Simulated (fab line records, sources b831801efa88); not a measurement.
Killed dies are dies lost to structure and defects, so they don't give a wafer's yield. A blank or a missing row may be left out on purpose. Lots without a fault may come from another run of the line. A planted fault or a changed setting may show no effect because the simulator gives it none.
Problem report in the 8D (eight disciplines) form, filled by code | flow gf180mcu | the parts of the form that need people (team, actions taken, sign-off) are left out

1. THE PROBLEM
HV_LDD_4_TW at GF_HV_LDD_TW_MEAS_50 reads a mean of 534 on 6 wafers of 2 lots; wafers without a fault read 564 with a standard deviation of 5.9. That is -5.1 standard deviations from the usual mean.
First seen on wafer L562.1, day 16 06:35, on film_metro-01. The record holds 39 wafers of 13 lots with a number at this step. Rule for "out", or "out of limits": more than 4 standard deviations from the usual mean. The other wafers with a number count as sound.

2. WHAT IT IS AND WHAT IT IS NOT
question                    | is                           | is not
which readings at this step | HV_LDD_4_TW                  | -
which lots                  | L562, L564                   | L550, L551, L552, L553, L554, L557, L567, L569, L571, L572, L573
which wafers of those lots  | all that have a number       | -
read on which gauges        | film_metro-01, film_metro-03 | film_metro-04
when                        | from day 16 06:35            | up to then (18 sound wafers); but 15 sound wafers of L567, L569, L571, L572, L573 came after

3. SUSPECTS, AND WHAT RULES EACH OUT
Counting: a tool at a process step up to the reading stays a suspect if it ran every lot that is out and no sound lot after the first of them.
- the gauge at GF_HV_LDD_TW_MEAS_50: ruled out. The wafers that are out were read on 2 gauges (film_metro-01, film_metro-03).
- implanter-03 at GF_HV_LDD_IMPLANT_48: kept. It ran every lot that is out, first L562 (day 16 06:20), and no sound lot after that; its last sound lot up to then is L557 (day 14 18:35). Its own readings are out on those wafers: beam_on_s, faraday_current_uA.
Left after counting: implanter-03 at GF_HV_LDD_IMPLANT_48.

4. THE CAUSE (what the simulator had put in)
Process parameter drift: implanter-03, from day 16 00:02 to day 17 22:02, at GF_HV_LDD_IMPLANT_48. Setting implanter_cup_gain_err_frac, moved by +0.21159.
Counting left only this tool.

5. THE CHAIN OF EFFECTS, in route order
Each row: a reading whose mean over the struck wafers that have a number lies more than 3 standard deviations from the usual. Only readings for which the record gives a usual standard deviation are gone through. hours: the time from each lot's start at the first step in this table that gives one to its start at this step, as a median over the lots. sigmas: the change in usual standard deviations.
hours | step                 | reading            | usual   | on struck wafers | change | sigmas
0     | GF_HV_LDD_IMPLANT_48 | beam_on_s          | 10.00 s | 8.34             | -1.66  | -8.3
0     | GF_HV_LDD_IMPLANT_48 | faraday_current_uA | 169     | 203              | +34    | +9.9
0     | GF_HV_LDD_TW_MEAS_50 | HV_LDD_4_TW        | 564     | 534              | -30    | -5.1
The process steps in it:
- GF_HV_LDD_IMPLANT_48

6. WHAT WOULD HAVE CAUGHT IT SOONER
In this record the first reading out of limits at a measuring or inspecting step was taken at day 16 06:35, 7 hours after the fault began at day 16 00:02.
The tool's own readings at GF_HV_LDD_IMPLANT_48 were out on every struck wafer that the step has a row for (beam_on_s, faraday_current_uA): an alarm limit on them would have fired on the first of those.
Of the lots that are out (2), L564 began GF_HV_LDD_IMPLANT_48 on implanter-03 after day 16 06:35. A hold on the tool at that time would have spared it.
